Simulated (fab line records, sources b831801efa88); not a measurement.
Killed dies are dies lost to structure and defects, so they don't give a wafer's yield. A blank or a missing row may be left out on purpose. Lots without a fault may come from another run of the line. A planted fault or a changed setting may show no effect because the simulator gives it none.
Tool commonality check | flow gf180mcu | 13 lots, 39 wafers sampled

WHY IT WAS OPENED
At GF_POLY_GATE_THK_MEAS_01 the reading POLY_GATE_CVD_00_THK is flagged on 2 of 13 lots. Wafers without a fault read 200.3 nm, standard deviation 1.9.
Rule: a lot is flagged when every wafer of it that has a number lies more than 4 standard deviations from that mean, or none has a number. The other lots count as sound.

lot  | measured     | on            | POLY_GATE_CVD_00_THK (nm), wafer by wafer | flag
L435 | day 8 12:40  | film_metro-01 | 203.3 201.4 202.6                         |
L437 | day 8 23:26  | film_metro-02 | 200.7 202.1 201.2                         |
L439 | day 9 12:47  | film_metro-01 | 203.9 203.4 202.2                         |
L440 | day 9 16:16  | film_metro-02 | 201.7 201.7 202.0                         |
L442 | day 10 04:23 | film_metro-04 | 201.9 201.5 201.3                         |
L444 | day 11 01:47 | film_metro-01 | 199.7 197.6 197.5                         |
L445 | day 11 07:28 | film_metro-02 | 199.1 200.8 199.7                         |
L448 | day 12 05:55 | film_metro-02 | 199.4 198.4 200.1                         |
L451 | day 13 03:37 | film_metro-04 | 225.8 225.0 224.7                         | FLAGGED
L453 | day 13 14:39 | film_metro-01 | 223.8 222.8 224.6                         | FLAGGED
L454 | day 13 22:52 | film_metro-01 | 202.0 201.3 203.6                         |
L455 | day 14 11:01 | film_metro-01 | 200.0 200.9 200.6                         |
L458 | day 15 18:10 | film_metro-04 | 199.9 199.2 200.0                         |
The numbers of the flagged lots are 224.4 nm on average: +24.1 nm against the usual, or +13 standard deviations.

WHICH TOOL RAN EACH LOT
The record holds 1 process step before the reading, out of a route of 602 steps. In each cell: the tool, then ch and the chambers that the sampled wafers went through, then the start.
lot  | flag    | GF_POLY_GATE_CVD_00
L435 |         | lpcvd-02 ch 0, day 8 11:20
L437 |         | lpcvd-01 ch 0, day 8 22:05
L439 |         | lpcvd-01 ch 0, day 9 11:26
L440 |         | lpcvd-01 ch 1, day 9 14:56
L442 |         | lpcvd-01 ch 0, day 10 03:04
L444 |         | lpcvd-01 ch 1, day 10 23:47
L445 |         | lpcvd-02 ch 0, day 11 06:07
L448 |         | lpcvd-02 ch 0, day 12 04:34
L451 | FLAGGED | lpcvd-01 ch 1, day 13 02:17
L453 | FLAGGED | lpcvd-01 ch 0, day 13 13:19
L454 |         | lpcvd-02 ch 1, day 13 21:32
L455 |         | lpcvd-02 ch 0, day 14 09:40
L458 |         | lpcvd-02 ch 0, day 15 16:49
What these steps do:
- GF_POLY_GATE_CVD_00: deposits poly-Si, target thk 200 nm, time 1200 s.
- GF_POLY_GATE_THK_MEAS_01

FLAGGED OVER TOTAL, TOOL BY TOOL (the gauges that took the reading come last)
step                     | tool          | lots run | flagged | share of the flagged lots | sound lots run after its first flagged lot
GF_POLY_GATE_CVD_00      | lpcvd-01      | 7        | 2       | all                       | 0
GF_POLY_GATE_CVD_00      | lpcvd-02      | 6        | 0       | none                      | -
GF_POLY_GATE_THK_MEAS_01 | film_metro-01 | 6        | 1       | some                      | 2 (L454,L455)
GF_POLY_GATE_THK_MEAS_01 | film_metro-02 | 4        | 0       | none                      | -
GF_POLY_GATE_THK_MEAS_01 | film_metro-04 | 3        | 1       | some                      | 1 (L458)

WHAT THE TABLE ALLOWS
1 row of the table ran every flagged lot: lpcvd-01 at GF_POLY_GATE_CVD_00.
- lpcvd-01 at GF_POLY_GATE_CVD_00: 2 of its 7 lots flagged. Its last sound lot is L444 (day 10 23:47), its first flagged lot L451 (day 13 02:17): a fault that began between those two fits.
One tool is left: lpcvd-01 at GF_POLY_GATE_CVD_00.

WHAT THE SIMULATOR HAD PUT IN
Process parameter drift: lpcvd-01, from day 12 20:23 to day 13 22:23, at GF_POLY_GATE_CVD_00. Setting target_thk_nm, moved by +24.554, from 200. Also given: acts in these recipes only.
Lots struck among those shown: L451, L453. The rule above found the same.
